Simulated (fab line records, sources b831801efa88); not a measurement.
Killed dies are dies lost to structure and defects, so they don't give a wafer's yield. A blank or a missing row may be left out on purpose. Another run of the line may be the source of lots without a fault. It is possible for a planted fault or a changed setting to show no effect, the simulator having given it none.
Matching of chambers | flow gf180mcu | GF_V2_CVD_00 on hdpcvd-02: 3 sister chambers
The step deposits SiO2, target thk 600 nm, time 100 s. 6 wafers are shown with their chamber, then 7 later ones without.

## WAFERS WITH THEIR CHAMBER
wafer  | chamber | sih4 flow sccm (sccm)
L944.4 | 2       | 59.99
L944.6 | 0       | 59.70
L947.4 | 2       | 59.99
L947.6 | 0       | 60.32
L953.2 | 1       | 60.03
L953.4 | 1       | 59.86

## WAFERS WHOSE CHAMBER IS MISSING
wafer  | sih4 flow sccm (sccm)
L953.5 | 60.14
L954.2 | 60.14
L954.3 | 60.29
L954.6 | 59.80
L955.2 | 59.78
L958.2 | 59.81
L958.4 | 59.76

## EACH ONE'S CHAMBER
wafer  | from the rows above          | in truth
L953.5 | can't be placed: 0 or 2 or 1 | 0
L954.2 | can't be placed: 0 or 2 or 1 | 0
L954.3 | can't be placed: 0 or 2 or 1 | 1
L954.6 | can't be placed: 1 or 2 or 0 | 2
L955.2 | can't be placed: 1 or 2 or 0 | 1
L958.2 | can't be placed: 1 or 2 or 0 | 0
L958.4 | can't be placed: 1 or 2 or 0 | 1
0 of 7 placed correctly. Cannot be placed on the basis of these rows: 7; the candidates contain the true chamber in 7. Number placed wrongly: 0.
How it was worked out, from the rows above alone: a wafer's distance from a chamber is the root of the sum, over the readings, of the square of ((its reading less the chamber's mean) divided by the reading's scatter). The wafer belongs to the nearest chamber; if the next one is less than 2 further off, it can't be placed. For every chamber, the mean is computed from those of its wafers that are shown. How the scatter is found: for the shown wafers, subtract from each reading the mean of its chamber, square and add these, divide the total by (wafers less chambers), then take the root.
